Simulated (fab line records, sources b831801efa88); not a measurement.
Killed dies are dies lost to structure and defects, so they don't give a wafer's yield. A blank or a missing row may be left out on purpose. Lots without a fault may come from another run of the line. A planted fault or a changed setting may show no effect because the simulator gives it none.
Chamber matching | flow sky130 | SKY_VIA2_CMP_02 on cmp-01: 4 sister chambers
The step polishes SiO2. 4 wafers are shown with their chamber, then 7 later ones without.

WAFERS WITH THEIR CHAMBER
wafer  | chamber | motor_current_A (A)
L104.3 | 0       | 12.1
L109.6 | 2       | 9.6
L111.1 | 3       | 13.1
L111.4 | 1       | 12.8

WAFERS WITHOUT THEIR CHAMBER
wafer  | motor_current_A (A)
L111.6 | 12.0
L114.1 | 9.5
L114.2 | 13.1
L114.4 | 12.7
L115.1 | 13.0
L115.3 | 12.9
L115.5 | 12.1

WHICH CHAMBER EACH WENT THROUGH
wafer  | from the rows above     | in truth
L111.6 | 0                       | 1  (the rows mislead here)
L114.1 | 2                       | 2
L114.2 | 3                       | 3
L114.4 | 1                       | 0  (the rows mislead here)
L115.1 | can't be placed: 3 or 1 | 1
L115.3 | can't be placed: 1 or 3 | 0
L115.5 | 0                       | 0
Placed correctly: 3 of 7. Can't be placed from these rows: 2 (the true chamber is among the candidates in 1). Placed wrongly: 2.
How it was worked out, from the rows above alone: a wafer's distance from a chamber is the root of the sum, over the readings, of the square of ((its reading less the chamber's mean) divided by the reading's scatter). The wafer belongs to the nearest chamber; if the next one is less than 2 further off, it can't be placed. A chamber's mean is the mean of its shown wafers. The scatter: with one shown wafer a chamber, the root of the mean of the squares of how far each hidden wafer lies from its nearest shown one.
